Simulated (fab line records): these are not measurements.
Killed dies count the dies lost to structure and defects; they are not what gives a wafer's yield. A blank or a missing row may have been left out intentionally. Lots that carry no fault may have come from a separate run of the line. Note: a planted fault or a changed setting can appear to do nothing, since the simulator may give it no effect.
fab line records	flow gf180mcu
[record] lots = 24	wafers = 72	lastDay = 34
route steps=602 shown M1@330 V1@338 M2@363 M3@426
lots that met no fault: from a run of the same line without faults
startH: hours from the record's opening day to when the first of the lot's shown wafers began	waitH: how many hours have passed since the lot's step before this one	" as in the row above	L1.1+2: a single row standing in for several wafers	- no value, or no start was given	* or withheld: withheld	< > ~ a bound
route shown NAME@n: names a module that has steps shown in the file, with the first one's number in the route	usual: mean and standard deviation over wafers with no fault	same: alike in all rows	chamber/n: place in a boat	sites: per-site readings	_std_site: how widely they spread, as a standard deviation	_edge_site: inner sites' mean taken away from outer sites' mean	radiusMm: for every site, how far away it sits from the centre of the wafer	mask NAME#n: copy n	behind: tool/chamber where the wafer was last shaped	hold: what put the lot on hold/how long, in hours/how the hold closed	device: transistor that didn't switch, given as n, p or np	end of line: the same wafers' tests at the end of the route	for a step that has no rows: nothing shown but its recipe	killed: count of dies lost to structure and defects at first sort (not the wafer's yield)	map: shows each die of a wafer: x if killed, . if not, _ if none is there
set.NAME: the setting as run; set.NAME@STEP: as run at that earlier step	model.NAME: the simulator's own value behind a step, which no gauge read
the route's steps for a sample of lots (tables are steps, rows are wafers)
services: from which hour (startH, from the record's first day; less than 0 if before it) a tool's chamber was out of use, for how many hours, and why
[[steps]]
[step GF_M1_OVL_MEAS_15]
[usual] M1_OVL = -1/6.6
lot.wafer	tool	chamber	startH	waitH	M1_OVL[nm]
L074.3	overlay-02	-	391.05	0.1	-3
L074.4	"	-	"	"	-2
L074.5	"	-	"	"	-2
L075.4	overlay-01	-	395.12	0.1	5
L075.5	"	-	"	"	-1
L075.6	"	-	"	"	-2
L076.1	overlay-01	-	406.15	0.1	-11
L076.2	"	-	"	"	-5
L076.4	"	-	"	"	-2
L077.3	overlay-02	-	414.05	0.1	-10
L077.4	"	-	"	"	-16
L077.5	"	-	"	"	-13
L078.3	overlay-02	-	423.16	0.1	5
L078.4	"	-	"	"	5
L078.6	"	-	"	"	1
L079.1	overlay-01	-	427.14	0.1	2
L079.4	"	-	"	"	2
L079.5	"	-	"	"	-4
L080.1	overlay-01	-	441.99	0.1	-4
L080.2	"	-	"	"	2
L080.3	"	-	"	"	-3
L081.2	overlay-01	-	451.01	0.1	7
L081.4	"	-	"	"	7
L081.5	"	-	"	"	1
L082.1	overlay-02	-	462.20	0.1	0
L082.2	"	-	"	"	2
L082.5	"	-	"	"	1
L083.1	overlay-02	-	466.64	0.1	-15
L083.2	"	-	"	"	-11
L083.3	"	-	"	"	-6
L084.4	overlay-02	-	485.77	0.1	-5
L084.5	"	-	"	"	1
L084.6	"	-	"	"	-6
L085.2	overlay-02	-	491.51	0.1	6
L085.4	"	-	"	"	6
L085.6	"	-	"	"	5
L086.2	overlay-01	-	501.80	0.1	2
L086.3	"	-	"	"	1
L086.4	"	-	"	"	0
L087.4	overlay-02	-	507.87	0.1	-5
L087.5	"	-	"	"	0
L087.6	"	-	"	"	0
L088.1	overlay-01	-	521.99	0.1	10
L088.4	"	-	"	"	6
L088.6	"	-	"	"	5
L089.3	overlay-02	-	529.07	0.1	-1
L089.4	"	-	"	"	3
L089.5	"	-	"	"	2
L090.4	overlay-01	-	534.32	0.1	-3
L090.5	"	-	"	"	-5
L090.6	"	-	"	"	-3
L091.4	overlay-02	-	537.41	0.1	2
L091.5	"	-	"	"	-6
L091.6	"	-	"	"	5
L092.2	overlay-02	-	546.26	0.1	11
L092.5	"	-	"	"	8
L092.6	"	-	"	"	12
L093.1	overlay-01	-	550.75	0.1	3
L093.3	"	-	"	"	2
L093.6	"	-	"	"	2
L094.2	overlay-02	-	558.41	0.1	-5
L094.3	"	-	"	"	-8
L094.6	"	-	"	"	-9
L095.2	overlay-01	-	567.31	0.1	-13
L095.4	"	-	"	"	-9
L095.5	"	-	"	"	-9
L096.3	overlay-02	-	573.01	0.1	-9
L096.4	"	-	"	"	-7
L096.6	"	-	"	"	-14
L097.4	overlay-02	-	583.22	0.1	5
L097.5	"	-	"	"	8
L097.6	"	-	"	"	7
[step GF_V1_THK_MEAS_03]
[recipe] reads = SiO2_of_V1_CVD_02
[usual] V1_CVD_02_THK = 849/10
lot.wafer	tool	chamber	startH	waitH	V1_CVD_02_THK[nm]
L074.3	filmMetro-01	-	391.99	0.1	845
L074.4	"	-	"	"	860
L074.5	"	-	"	"	867
L075.4	filmMetro-04	-	396.06	0.0	858
L075.5	"	-	"	"	846
L075.6	"	-	"	"	859
L076.1	filmMetro-04	-	407.12	0.0	838
L076.2	"	-	"	"	843
L076.4	"	-	"	"	858
L077.3	filmMetro-01	-	415.30	0.1	834
L077.4	"	-	"	"	856
L077.5	"	-	"	"	845
L078.3	filmMetro-03	-	424.11	0.1	855
L078.4	"	-	"	"	850
L078.6	"	-	"	"	869
L079.1	filmMetro-03	-	428.05	0.0	845
L079.4	"	-	"	"	848
L079.5	"	-	"	"	863
L080.1	filmMetro-03	-	442.89	0.0	843
L080.2	"	-	"	"	845
L080.3	"	-	"	"	832
L081.2	filmMetro-04	-	451.91	0.0	850
L081.4	"	-	"	"	855
L081.5	"	-	"	"	860
L082.1	filmMetro-03	-	463.11	0.0	851
L082.2	"	-	"	"	834
L082.5	"	-	"	"	849
L083.1	filmMetro-01	-	467.57	0.0	841
L083.2	"	-	"	"	839
L083.3	"	-	"	"	847
L084.4	filmMetro-04	-	487.06	0.1	838
L084.5	"	-	"	"	857
L084.6	"	-	"	"	835
L085.2	filmMetro-03	-	492.42	0.0	843
L085.4	"	-	"	"	843
L085.6	"	-	"	"	847
L086.2	filmMetro-01	-	502.70	0.0	837
L086.3	"	-	"	"	847
L086.4	"	-	"	"	866
L087.4	filmMetro-03	-	508.79	0.0	863
L087.5	"	-	"	"	854
L087.6	"	-	"	"	847
L088.1	filmMetro-01	-	522.93	0.1	845
L088.4	"	-	"	"	863
L088.6	"	-	"	"	860
L089.3	filmMetro-03	-	529.98	0.1	853
L089.4	"	-	"	"	858
L089.5	"	-	"	"	856
L090.4	filmMetro-03	-	535.23	0.0	860
L090.5	"	-	"	"	864
L090.6	"	-	"	"	859
L091.4	filmMetro-04	-	538.32	0.0	846
L091.5	"	-	"	"	853
L091.6	"	-	"	"	843
L092.2	filmMetro-03	-	547.19	0.0	831
L092.5	"	-	"	"	849
L092.6	"	-	"	"	853
L093.1	filmMetro-04	-	551.66	0.0	837
L093.3	"	-	"	"	845
L093.6	"	-	"	"	841
L094.2	filmMetro-03	-	559.31	0.0	845
L094.3	"	-	"	"	861
L094.6	"	-	"	"	874
L095.2	filmMetro-01	-	568.23	0.0	837
L095.4	"	-	"	"	850
L095.5	"	-	"	"	855
L096.3	filmMetro-01	-	573.95	0.1	835
L096.4	"	-	"	"	846
L096.6	"	-	"	"	855
L097.4	filmMetro-01	-	584.14	0.0	855
L097.5	"	-	"	"	855
L097.6	"	-	"	"	846
[step GF_V1_CMP_04]
[recipe] material = SiO2	downForcePsi = 4	platenRpm = 60	padVelocityMS = 0.94248
[usual] motorCurrentA = 13.2/1.8	timeToEndpointS = 81/4.9
lot.wafer	tool	chamber	startH	waitH	motorCurrentA	timeToEndpointS
L074.4	cmp-01	0	392.03	0.0	12.7	81
L074.3	"	3	"	"	11.2	81
L074.5	"	0	"	"	12.0	81
L075.4	cmp-01	3	396.24	0.2	11.0	81
L075.6	"	0	"	"	11.8	78
L075.5	"	1	"	"	10.5	80
L076.4	cmp-01	2	407.23	0.1	13.9	83
L076.2	"	3	"	"	10.3	78
L076.1	"	0	"	"	12.8	73
L077.3	cmp-02	1	415.34	0.0	12.9	78
L077.4	"	3	"	"	15.3	85
L077.5	"	2	"	"	13.8	79
L078.4	cmp-01	3	424.15	0.0	10.6	83
L078.3	"	1	"	"	10.2	87
L078.6	"	3	"	"	10.7	85
L079.4	cmp-01	0	428.21	0.1	11.6	78
L079.1	"	1	"	"	11.0	82
L079.5	"	3	"	"	11.2	89
L080.3	cmp-02	0	442.99	0.1	15.9	71
L080.1	"	2	"	"	14.4	78
L080.2	"	3	"	"	15.1	77
L081.2	cmp-01	0	452.14	0.2	12.8	78
L081.4	"	2	"	"	13.8	86
L081.5	"	3	"	"	11.4	89
L082.1	cmp-01	1	463.22	0.1	10.7	85
L082.2	"	2	"	"	13.7	73
L082.5	"	0	"	"	12.6	77
L083.2	cmp-01	3	467.63	0.0	10.9	76
L083.1	"	0	"	"	12.2	73
L083.3	"	1	"	"	10.3	83
L084.4	cmp-02	1	487.14	0.1	13.3	79
L084.6	"	0	"	"	15.2	72
L084.5	"	1	"	"	12.9	86
L085.4	cmp-01	1	492.62	0.2	11.4	80
L085.2	"	2	"	"	13.6	79
L085.6	"	2	"	"	13.6	80
L086.4	cmp-01	1	502.80	0.1	10.5	90
L086.3	"	2	"	"	13.1	80
L086.2	"	3	"	"	10.6	75
L087.4	cmp-02	1	508.92	0.1	13.3	87
L087.5	"	3	"	"	15.6	80
L087.6	"	0	"	"	15.4	78
L088.1	cmp-02	0	522.99	0.1	15.6	82
L088.4	"	3	"	"	15.8	85
L088.6	"	0	"	"	15.6	89
L089.4	cmp-01	2	530.02	0.0	13.6	86
L089.3	"	1	"	"	10.6	90
L089.5	"	2	"	"	13.4	85
L090.4	cmp-02	1	535.36	0.1	13.2	89
L090.5	"	3	"	"	15.9	91
L090.6	"	0	"	"	16.5	86
L091.4	cmp-02	3	538.50	0.2	15.4	84
L091.6	"	0	"	"	15.5	81
L091.5	"	1	"	"	12.8	87
L092.2	cmp-02	2	547.24	0.0	13.3	75
L092.5	"	2	"	"	13.2	82
L092.6	"	3	"	"	15.1	86
L093.3	cmp-02	3	551.72	0.0	15.8	80
L093.1	"	0	"	"	15.6	74
L093.6	"	0	"	"	15.3	78
L094.3	cmp-02	1	559.41	0.1	12.8	84
L094.2	"	3	"	"	15.7	78
L094.6	"	1	"	"	13.3	90
L095.2	cmp-01	0	568.38	0.1	12.7	74
L095.4	"	1	"	"	10.5	85
L095.5	"	2	"	"	13.3	86
L096.4	cmp-02	0	574.04	0.1	15.1	80
L096.3	"	3	"	"	15.3	76
L096.6	"	0	"	"	15.4	83
L097.4	cmp-02	0	584.32	0.2	15.6	87
L097.5	"	1	"	"	12.4	88
L097.6	"	2	"	"	13.2	85
[step GF_M2_SPUTTER_01]
[recipe] material = TiN	targetThkNm = 30	powerW = 6500	timeS = 25	chamberPressurePa = 0.4
[usual] throttleValvePct = 29.0/0.96
lot.wafer	tool	chamber	startH	waitH	throttleValvePct
L074.3	pvdSputter-02	-	417.85	0.1	30.0
L074.4	"	-	"	"	29.9
L074.5	"	-	"	"	29.9
L075.4	pvdSputter-04	-	421.76	0.1	28.3
L075.5	"	-	"	"	29.4
L075.6	"	-	"	"	28.1
L076.1	pvdSputter-04	-	433.37	0.1	28.3
L076.2	"	-	"	"	28.7
L076.4	"	-	"	"	27.9
L077.3	pvdSputter-04	-	441.08	0.1	28.0
L077.4	"	-	"	"	28.3
L077.5	"	-	"	"	28.4
L078.3	pvdSputter-02	-	450.57	0.1	30.0
L078.4	"	-	"	"	30.8
L078.6	"	-	"	"	30.9
L079.1	pvdSputter-02	-	454.48	0.1	30.3
L079.4	"	-	"	"	29.9
L079.5	"	-	"	"	29.4
L080.1	pvdSputter-04	-	469.18	0.1	29.3
L080.2	"	-	"	"	28.1
L080.3	"	-	"	"	28.1
L081.2	pvdSputter-02	-	478.61	0.1	30.5
L081.4	"	-	"	"	30.4
L081.5	"	-	"	"	29.6
L082.1	pvdSputter-04	-	489.49	0.1	28.2
L082.2	"	-	"	"	29.2
L082.5	"	-	"	"	28.1
L083.1	pvdSputter-04	-	493.33	0.1	28.2
L083.2	"	-	"	"	28.2
L083.3	"	-	"	"	29.4
L084.4	pvdSputter-03	-	512.66	0.1	28.9
L084.5	"	-	"	"	30.5
L084.6	"	-	"	"	29.4
L085.2	pvdSputter-04	-	517.41	0.1	28.3
L085.4	"	-	"	"	29.0
L085.6	"	-	"	"	28.2
L086.2	pvdSputter-04	-	527.76	0.1	29.3
L086.3	"	-	"	"	27.8
L086.4	"	-	"	"	28.3
L087.4	pvdSputter-02	-	534.35	0.1	29.8
L087.5	"	-	"	"	30.2
L087.6	"	-	"	"	29.3
L088.1	pvdSputter-03	-	547.04	0.1	28.9
L088.4	"	-	"	"	29.4
L088.6	"	-	"	"	29.2
L089.3	pvdSputter-04	-	554.05	0.1	29.1
L089.4	"	-	"	"	27.7
L089.5	"	-	"	"	28.3
L090.4	pvdSputter-02	-	559.98	0.1	29.9
L090.5	"	-	"	"	30.2
L090.6	"	-	"	"	29.3
L091.4	pvdSputter-04	-	562.65	0.1	28.2
L091.5	"	-	"	"	28.4
L091.6	"	-	"	"	29.1
L092.2	pvdSputter-02	-	571.18	0.1	29.4
L092.5	"	-	"	"	29.6
L092.6	"	-	"	"	29.2
L093.1	pvdSputter-03	-	575.93	0.1	27.1
L093.3	"	-	"	"	28.8
L093.6	"	-	"	"	27.0
L094.2	pvdSputter-03	-	582.89	0.1	29.1
L094.3	"	-	"	"	29.1
L094.6	"	-	"	"	30.8
L095.2	pvdSputter-04	-	591.31	0.1	28.1
L095.4	"	-	"	"	28.0
L095.5	"	-	"	"	29.3
L096.3	pvdSputter-04	-	597.26	0.1	29.1
L096.4	"	-	"	"	29.1
L096.6	"	-	"	"	28.1
L097.4	pvdSputter-04	-	607.05	0.1	28.1
L097.5	"	-	"	"	29.2
L097.6	"	-	"	"	28.1
[step GF_M2_SPUTTER_04]
[recipe] material = TiN	targetThkNm = 50	powerW = 6500	timeS = 41.7	chamberPressurePa = 0.4
[usual] throttleValvePct = 29.0/0.95
lot.wafer	tool	chamber	startH	waitH	throttleValvePct
L074.3	pvdSputter-02	-	417.93	0.0	30.3
L074.4	"	-	"	"	30.1
L074.5	"	-	"	"	30.1
L075.4	pvdSputter-04	-	421.84	0.0	28.5
L075.5	"	-	"	"	29.1
L075.6	"	-	"	"	28.1
L076.1	pvdSputter-04	-	433.46	0.0	28.5
L076.2	"	-	"	"	28.4
L076.4	"	-	"	"	28.0
L077.3	pvdSputter-04	-	441.17	0.0	28.2
L077.4	"	-	"	"	28.5
L077.5	"	-	"	"	28.5
L078.3	pvdSputter-02	-	450.66	0.0	30.1
L078.4	"	-	"	"	31.0
L078.6	"	-	"	"	30.8
L079.1	pvdSputter-02	-	454.56	0.0	30.7
L079.4	"	-	"	"	29.6
L079.5	"	-	"	"	29.3
L080.1	pvdSputter-04	-	469.26	0.0	29.2
L080.2	"	-	"	"	28.4
L080.3	"	-	"	"	27.7
L081.2	pvdSputter-02	-	478.69	0.0	30.8
L081.4	"	-	"	"	30.0
L081.5	"	-	"	"	29.9
L082.1	pvdSputter-04	-	489.57	0.0	28.0
L082.2	"	-	"	"	29.1
L082.5	"	-	"	"	28.1
L083.1	pvdSputter-04	-	493.41	0.0	28.2
L083.2	"	-	"	"	27.9
L083.3	"	-	"	"	29.3
L084.4	pvdSputter-03	-	512.74	0.0	29.1
L084.5	"	-	"	"	30.8
L084.6	"	-	"	"	29.2
L085.2	pvdSputter-04	-	517.49	0.0	28.3
L085.4	"	-	"	"	29.1
L085.6	"	-	"	"	28.3
L086.2	pvdSputter-04	-	527.84	0.0	29.2
L086.3	"	-	"	"	27.8
L086.4	"	-	"	"	28.5
L087.4	pvdSputter-02	-	534.43	0.0	29.8
L087.5	"	-	"	"	30.2
L087.6	"	-	"	"	29.2
L088.1	pvdSputter-03	-	547.12	0.0	28.9
L088.4	"	-	"	"	29.2
L088.6	"	-	"	"	29.2
L089.3	pvdSputter-04	-	554.13	0.0	29.4
L089.4	"	-	"	"	27.9
L089.5	"	-	"	"	28.5
L090.4	pvdSputter-02	-	560.06	0.0	29.7
L090.5	"	-	"	"	29.9
L090.6	"	-	"	"	29.4
L091.4	pvdSputter-04	-	562.74	0.0	27.8
L091.5	"	-	"	"	28.0
L091.6	"	-	"	"	29.2
L092.2	pvdSputter-02	-	571.26	0.0	29.4
L092.5	"	-	"	"	29.8
L092.6	"	-	"	"	29.2
L093.1	pvdSputter-03	-	576.01	0.0	27.2
L093.3	"	-	"	"	29.0
L093.6	"	-	"	"	27.3
L094.2	pvdSputter-03	-	582.97	0.0	28.9
L094.3	"	-	"	"	29.3
L094.6	"	-	"	"	30.6
L095.2	pvdSputter-04	-	591.39	0.0	28.0
L095.4	"	-	"	"	28.2
L095.5	"	-	"	"	29.2
L096.3	pvdSputter-04	-	597.34	0.0	29.2
L096.4	"	-	"	"	29.1
L096.6	"	-	"	"	28.0
L097.4	pvdSputter-04	-	607.13	0.0	28.0
L097.5	"	-	"	"	29.1
L097.6	"	-	"	"	27.8
[step GF_M3_STRIP_17]
[recipe] chemistry = O2/N2	powerW = 1400	pressureMtorr = 1500	platenTempC = 250	o2FlowSccm = 3000	n2FlowSccm = 300	overashFraction = 0.5
[usual] drypumpMotorCurrentA = 5.5/0.46	heaterPowerW = 351/23	oesProductAu = 0.538/0.0048	stripTimeToEndpointS = 7.41/0.054
lot.wafer	tool	chamber	startH	waitH	drypumpMotorCurrentA	heaterPowerW	oesProductAu	rfHoursCounterH	stripTimeToEndpointS
L074.3	plasmaAsher-01	0	493.30	0.1	5.3	330	0.537	-	7.36
L074.4	"	1	"	"	5.3	394	0.548	-	7.45
L074.5	"	1	"	"	5.3	369	0.541	-	7.48
L075.4	plasmaAsher-03	1	498.65	0.1	5.2	367	0.544	-	7.54
L075.5	"	1	"	"	5.2	383	0.538	-	7.41
L075.6	"	0	"	"	5.2	333	0.541	-	7.52
L076.1	plasmaAsher-01	0	508.99	0.2	5.3	333	0.541	8	7.44
L076.2	"	1	"	"	5.3	375	0.532	8	7.36
L076.4	"	0	"	"	5.3	325	0.532	-	7.35
L077.3	plasmaAsher-04	0	516.30	0.1	5.8	335	0.535	-	7.36
L077.4	"	1	"	"	6.6	369	0.534	-	7.38
L077.5	"	0	"	"	5.8	339	0.537	-	7.39
L078.3	plasmaAsher-04	0	524.90	0.1	5.8	342	0.533	-	7.39
L078.4	"	1	"	"	6.6	357	0.535	-	7.37
L078.6	"	0	"	"	5.8	331	0.541	-	7.41
L079.1	plasmaAsher-04	1	528.76	0.1	6.6	353	0.539	73	7.45
L079.4	"	1	"	"	6.6	356	0.544	-	7.40
L079.5	"	0	"	"	5.8	337	0.526	-	7.39
L080.1	plasmaAsher-01	0	544.77	0.1	5.3	324	0.547	12	7.49
L080.2	"	1	"	"	5.3	389	0.536	12	7.42
L080.3	"	0	"	"	5.3	324	0.533	-	7.38
L081.2	plasmaAsher-04	0	551.40	0.2	5.8	334	0.532	76	7.29
L081.4	"	1	"	"	6.6	350	0.545	-	7.31
L081.5	"	0	"	"	5.8	330	0.537	-	7.33
L082.1	plasmaAsher-01	1	562.27	0.1	5.3	391	0.533	14	7.41
L082.2	"	0	"	"	5.3	325	0.532	14	7.34
L082.5	"	0	"	"	5.3	316	0.531	-	7.35
L083.1	plasmaAsher-03	1	564.95	0.2	5.2	370	0.532	93	7.37
L083.2	"	0	"	"	5.2	339	0.534	93	7.42
L083.3	"	0	"	"	5.2	335	0.540	-	7.42
L084.4	plasmaAsher-03	1	583.60	0.1	5.2	376	0.530	-	7.40
L084.5	"	0	"	"	5.2	335	0.538	-	7.37
L084.6	"	1	"	"	5.2	372	0.538	-	7.47
L085.2	plasmaAsher-01	0	588.12	0.1	5.3	321	0.539	17	7.41
L085.4	"	1	"	"	5.3	389	0.532	-	7.41
L085.6	"	0	"	"	5.3	324	0.538	-	7.43
L086.2	plasmaAsher-01	0	597.08	0.2	5.3	322	0.532	18	7.43
L086.3	"	1	"	"	5.3	387	0.544	-	7.43
L086.4	"	0	"	"	5.3	329	0.535	-	7.48
L087.4	plasmaAsher-03	0	602.34	0.1	5.2	341	0.542	-	7.39
L087.5	"	0	"	"	5.2	328	0.540	-	7.36
L087.6	"	1	"	"	5.2	366	0.542	-	7.48
L088.1	plasmaAsher-03	1	614.82	0.1	5.2	376	0.540	98	7.36
L088.4	"	1	"	"	5.2	369	0.537	-	7.40
L088.6	"	1	"	"	5.2	373	0.533	-	7.38
L089.3	plasmaAsher-03	0	622.45	0.1	5.2	334	0.539	-	7.39
L089.4	"	1	"	"	5.2	366	0.537	-	7.35
L089.5	"	1	"	"	5.2	379	0.531	-	7.37
L090.4	plasmaAsher-03	0	626.60	0.1	5.2	334	0.533	-	7.44
L090.5	"	0	"	"	5.2	325	0.536	-	7.44
L090.6	"	1	"	"	5.2	372	0.534	-	7.35
L091.4	plasmaAsher-03	1	629.70	0.1	5.2	366	0.537	-	7.34
L091.5	"	0	"	"	5.2	333	0.542	-	7.39
L091.6	"	1	"	"	5.2	374	0.548	-	7.46
L092.2	plasmaAsher-03	1	637.37	0.1	5.2	373	0.536	101	7.33
L092.5	"	0	"	"	5.2	329	0.536	-	7.36
L092.6	"	1	"	"	5.2	363	0.535	-	7.40
L093.1	plasmaAsher-03	1	641.90	0.2	5.2	374	0.532	101	7.42
L093.3	"	1	"	"	5.2	377	0.532	-	7.43
L093.6	"	1	"	"	5.2	367	0.543	-	7.43
L094.2	plasmaAsher-01	0	647.47	0.1	5.3	331	0.538	22	7.35
L094.3	"	0	"	"	5.3	318	0.538	-	7.38
L094.6	"	1	"	"	5.3	370	0.542	-	7.45
L095.2	plasmaAsher-04	1	655.65	0.1	6.6	354	0.543	87	7.40
L095.4	"	0	"	"	5.8	332	0.543	-	7.48
L095.5	"	1	"	"	6.6	349	0.540	-	7.37
L096.3	plasmaAsher-04	0	661.19	0.1	5.8	332	0.536	-	7.41
L096.4	"	1	"	"	6.6	364	0.540	-	7.55
L096.6	"	0	"	"	5.8	336	0.543	-	7.51
L097.4	plasmaAsher-03	0	671.07	0.1	5.2	332	0.534	-	7.48
L097.5	"	1	"	"	5.2	384	0.541	-	7.34
L097.6	"	0	"	"	5.2	334	0.545	-	7.47
[[services]]
tool	chamber	startH	hours	kind
plasmaAsher-03	-	376.42	2.8	pm
pvdSputter-03	-	402.81	5.2	repair
plasmaAsher-03	-	403.47	4.8	repair
cmp-02	-	404.00	4.0	pm
cmp-02	-	411.85	0.7	repair
pvdSputter-03	-	413.58	16.0	repair
plasmaAsher-01	-	421.27	9.0	pm
cmp-02	-	431.16	1.4	repair
cmp-02	-	434.58	1.0	repair
pvdSputter-03	-	436.63	10.0	repair
cmp-01	-	442.26	1.1	repair
cmp-02	-	451.56	3.7	repair
cmp-01	-	475.30	1.5	repair
cmp-01	-	505.74	2.5	repair
pvdSputter-02	-	529.13	2.0	repair
pvdSputter-03	-	530.77	3.6	repair
cmp-01	-	572.00	4.0	pm
pvdSputter-02	-	601.64	1.7	repair
plasmaAsher-01	-	609.97	0.5	repair
pvdSputter-04	-	633.18	7.0	repair
cmp-02	-	635.46	5.5	pm
cmp-02	-	661.21	0.3	repair
cmp-01	-	662.02	8.8	pm
pvdSputter-04	-	670.59	1.0	repair
[[key]]
fault none
